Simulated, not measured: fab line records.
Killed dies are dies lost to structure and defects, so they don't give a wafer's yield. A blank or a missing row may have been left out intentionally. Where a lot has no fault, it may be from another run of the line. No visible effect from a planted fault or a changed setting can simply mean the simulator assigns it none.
The tool behind it: which one? + flow sky130 + 11 lots with 33 wafers sampled at 3 steps, on a route of 708 steps

== WHAT EACH GAUGE READ, for each wafer ==
SKY_PASSIVATION_THK_MEAS_01.
| lot  | measured     | on            | PASSIVATION_CVD_00_THK (nm) |
|------|--------------|---------------|-----------------------------|
| L816 | day 45 12:44 | film-metro-01 | 90.6 90.3 91.8              |
| L817 | day 45 12:35 | film-metro-04 | 89.2 90.6 92.0              |
| L818 | day 45 09:53 | film-metro-04 | 90.0 91.2 92.5              |
| L819 | day 45 13:17 | film-metro-03 | 90.6 91.1 92.1              |
| L820 | day 45 12:55 | film-metro-04 | 89.7 90.7 92.0              |
| L821 | day 45 13:17 | film-metro-01 | 89.6 91.1 92.4              |
| L829 | day 47 11:17 | film-metro-03 | 91.5 92.1 91.8              |
| L830 | day 48 05:24 | film-metro-04 | 91.7 90.4 92.7              |
| L831 | day 48 00:52 | film-metro-01 | 91.0 92.9 93.2              |
| L836 | day 49 08:24 | film-metro-03 | 90.5 92.3 91.4              |
| L839 | day 49 08:19 | film-metro-04 | 90.5 92.3 92.1              |

== WHAT TOOL EACH LOT RAN ON (gives the tool, then ch and the chambers of the sampled wafers, and finally the start) ==
| lot  | SKY_FIELD_ISO_CVD_24            | SKY_METAL5_SPUTTER_03        |
|------|---------------------------------|------------------------------|
| L816 | hdpcvd-01 ch 0,1,2, day 2 11:01 | pvd-sputter-02, day 44 13:55 |
| L817 | hdpcvd-02 ch 0,1,2, day 2 15:34 | pvd-sputter-04, day 44 13:34 |
| L818 | hdpcvd-02 ch 0,1, day 2 19:38   | pvd-sputter-02, day 44 11:43 |
| L819 | hdpcvd-02 ch 0,1, day 2 23:55   | pvd-sputter-01, day 44 15:07 |
| L820 | hdpcvd-01 ch 0,1, day 3 06:14   | pvd-sputter-02, day 44 14:33 |
| L821 | hdpcvd-01 ch 0,1, day 3 10:37   | pvd-sputter-04, day 44 14:52 |
| L829 | hdpcvd-01 ch 0,2, day 5 07:31   | pvd-sputter-02, day 46 12:28 |
| L830 | hdpcvd-02 ch 0,2, day 5 12:52   | pvd-sputter-02, day 47 08:50 |
| L831 | hdpcvd-01 ch 0,1,2, day 5 12:52 | pvd-sputter-02, day 47 04:13 |
| L836 | hdpcvd-02 ch 0,1, day 6 15:57   | pvd-sputter-04, day 48 13:04 |
| L839 | hdpcvd-02 ch 0,1, day 7 08:05   | pvd-sputter-02, day 48 12:59 |
- SKY_FIELD_ISO_CVD_24: deposits SiO2, target thk 595 nm, time 99.2 s.
- SKY_METAL5_SPUTTER_03: material Ti, target thk 5 nm, time 3.3 s.

== THE ANSWER, worked out from the rows above alone ==
Rule: the usual values come from the lots themselves. Put in order of their means at a reading, lots are off if they are a third of the lots or fewer, leave a main group of 4 or more, and stand apart from it by a gap of 3 or more times the standard deviation of the main group's means; of several such gaps the widest counts. The tables above print the reading to a certain number of digits; a main group whose means all agree to those digits is not used. A lot without any number at a reading at which 4 lots or more have one is off too. Any other lot the step has rows for is counted as sound.
None of the lots is off at any reading shown; this tells nothing.

== WHAT WAS PUT IN BY THE SIMULATOR ==
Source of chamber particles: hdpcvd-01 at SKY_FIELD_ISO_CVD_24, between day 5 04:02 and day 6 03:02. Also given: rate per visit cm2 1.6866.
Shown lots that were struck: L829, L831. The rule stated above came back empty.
